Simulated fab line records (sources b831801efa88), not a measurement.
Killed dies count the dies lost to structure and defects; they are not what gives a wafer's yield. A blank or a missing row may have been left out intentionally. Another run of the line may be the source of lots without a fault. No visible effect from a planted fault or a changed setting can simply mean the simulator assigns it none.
Comparing a struck lot with a sound one / flow gf180mcu / 15 out of 602 route steps
Sound: the wafers L449.1, L449.2, L449.5. Struck: wafers L452.2, L452.3, L452.6. At the end, the cause is stated.
For every step that has rows: the tool of each side, followed by ch and its chambers, followed by its first start. Under that, the readings that differ: sound wafers / struck wafers / difference of the means / sigmas: that difference in standard deviations of wafers without a fault.
alike: words and numbers the same on both sides, and readings whose means are apart by under 2 such deviations; not compared: readings that were withheld, readings missing a value for some wafer, numbers with overlapping values and no deviation given by the record, and bounds like >300 which may hide the same value.
A row with sigmas, a row that says differs or no value, or rows on one side alone: a step with any of these is where the two part. Non-overlapping numbers with no deviation appear without sigmas and do not part them. A reading that every wafer of one side lacks parts them only if that side has two wafers or more.

first, 6 steps without rows for these wafers: GF_M1_HMDS_08 (prime time 60 s); GF_M1_COAT_09 (resist thk 1000 nm); GF_M1_SOFTBAKE_10 (time 60 s); GF_M1_EXPOSE_11 (exposes mask Metal1, target cd 230 nm); GF_M1_PEB_12 (peb time 90 s); GF_M1_DEVELOP_13 (develop time 60 s).
GF_M1_CD_MEAS_14: the cd target is 230 nm.
  sound on cd-sem-01, day 20 10:50; struck on cd-sem-02, day 21 10:10
  alike: cd-nm
GF_M1_OVL_MEAS_15:
  sound on overlay-01, day 20 10:58; struck on overlay-02, day 21 10:16
  alike: M1_OVL
GF_M1_METAL_ETCH_16: etches the open film in Cl2/BCl3, stops on SiO2, target depth 750.8 nm, time 125.1 s.
  sound on rie-metal-03 ch 0,1, day 20 11:00; struck on rie-metal-03 ch 0,1, day 21 10:17
  alike: drypump-motor-current-A, he-backside-leak-sccm, mfc-cl2-sccm, oes-product-au, throttle-valve-pct
  not compared: rf-hours-counter-h
GF_M1_STRIP_17: strips in O2/N2.
  sound on plasma-asher-01 ch 0,1, day 20 11:08; struck on plasma-asher-03 ch 1, day 21 10:25
reading=drypump-motor-current-A (A); sound=4.9 5.6 4.9; struck=6.1 6.0 6.0; difference=+0.9; sigmas=+3
  alike: heater-power-w, oes-product-au, strip-time-to-endpoint-s
  not compared: rf-hours-counter-h
then, 2 steps without rows for these wafers: GF_M1_STRIP_18 (strips in post etch residue remover, time 1200 s); GF_M1_CLEAN_19 (cleans in DIW).
GF_V1_CVD_00: deposits SiO2, target thk 600 nm, time 100 s.
  sound on hdpcvd-02 ch 0,1,2, day 20 11:48; struck on hdpcvd-01 ch 1,2, day 21 11:11
  alike: pressure-mtorr, sih4-flow-sccm
GF_V1_THK_MEAS_01:
  sound on film-metro-02, day 20 11:52; struck on film-metro-01, day 21 11:39
reading=V1_CVD_00_THK (nm); sound=600 607 611; struck=1202 1177 1197; difference=+586; sigmas=+72
GF_PASSIVATION_PROBE_99:
  rows exist in the record for the sound wafers here (prober-02, day 31 16:26), none for the struck ones

WHERE THEY PART
Last at GF_PASSIVATION_PROBE_99 as far as this record goes, first at GF_M1_STRIP_17.

WHY: what had been put in by the simulator
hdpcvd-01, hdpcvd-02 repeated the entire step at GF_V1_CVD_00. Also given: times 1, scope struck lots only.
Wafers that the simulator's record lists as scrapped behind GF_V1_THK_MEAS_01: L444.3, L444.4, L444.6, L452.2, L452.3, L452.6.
